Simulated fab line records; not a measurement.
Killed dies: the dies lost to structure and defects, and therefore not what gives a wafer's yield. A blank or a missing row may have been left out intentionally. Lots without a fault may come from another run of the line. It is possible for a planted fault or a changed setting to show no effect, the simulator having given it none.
2 desks, one fault ; flow gf180mcu ; each desk has only its own numbers; what lay behind them comes last

## METROLOGY DESK
What the gauges read for every lot (on any tool): the sampled wafers with a number, averaged. Any lot whose mean is over 4 standard deviations away from the usual mean is out of limits and marked OUT; that distance is given in the brackets.
Columns: A = POLY_GATE_CVD_00_THK at GF_POLY_GATE_THK_MEAS_01, usual 198.3 nm; B = cdNm at GF_POLY_GATE_CD_MEAS_10, usual 280.5 nm; C = POLY_GATE_OVL at GF_POLY_GATE_OVL_MEAS_11, usual -2 nm
lot;first seen here;A;B;C
L239;day 8 19:53;197.2;282.7;-4
L240;day 9 02:54;197.8;279.9;4
L247;day 11 20:26;197.2;279.3;0
L250;day 12 15:47;196.5;281.0;-10
L252;day 12 22:58;198.0;281.9;3
L258;day 14 07:46;200.0;279.4;2
L259;day 14 15:45;199.3;281.2;6
Result from this desk: across the 7 lots, nothing is out of limits.

## THE TOOL OWNER'S DESK: rieSi-01
The tool's own readings at GF_POLY_GATE_ETCH_13 (etches poly-Si in HBr/Cl2, stops on SiO2, target depth 198.5 nm, time 69.6 s): means of the sampled wafers that have a number, for each lot that ran on this tool. Any lot whose mean is over 4 standard deviations away from the usual mean is out of limits and marked OUT; that distance is given in the brackets.
Columns: A = HBr_flow_sccm at GF_POLY_GATE_ETCH_13, usual 150.1 sccm; B = biasW at GF_POLY_GATE_ETCH_13, usual 100.06 W; C = chamberPressureMTorr at GF_POLY_GATE_ETCH_13, usual 10.000 mTorr; D = drypumpMotorCurrentA at GF_POLY_GATE_ETCH_13, usual 5.9 A; E = oesProductAu at GF_POLY_GATE_ETCH_13, usual 0.986 a.u.; F = runLengthS at GF_POLY_GATE_ETCH_13, usual 97.9 s; G = throttleValvePct at GF_POLY_GATE_ETCH_13, usual 33.684 %
lot;first seen here;A;B;C;D;E;F;G
L240;day 9 21:17;150.1;100.17;9.999;6.0;0.987;97.8;33.688
L247;day 12 14:57;149.4;99.62;10.008;6.0;0.988;97.0;33.686
L250;day 13 11:44;150.4;99.99;10.008;6.0;0.991;97.0;33.685
L252;day 13 19:23;149.3;-;9.996;6.1;1.000;93.1 (-8.1) OUT;33.687
This desk's finding: out of limits on L252; first on L252, day 13 19:23 (runLengthS at GF_POLY_GATE_ETCH_13). L240, L247, L250: within limits.

## BROUGHT TOGETHER
On L252, at day 13 19:23, an alarm was possible from the tool owner's desk.
The metrology desk saw nothing out of limits.
The metrology desk has L252 on record, within its limits.
On rieSi-01, each named lot ran GF_POLY_GATE_ETCH_13.

## WHAT THE SIMULATOR HAD PUT IN
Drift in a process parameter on rieSi-01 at GF_POLY_GATE_ETCH_13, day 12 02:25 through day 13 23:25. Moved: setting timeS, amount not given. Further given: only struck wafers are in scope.
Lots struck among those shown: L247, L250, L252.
Each desk's first reading out of limits, in hours after the fault started: the tool owner's desk, 41.
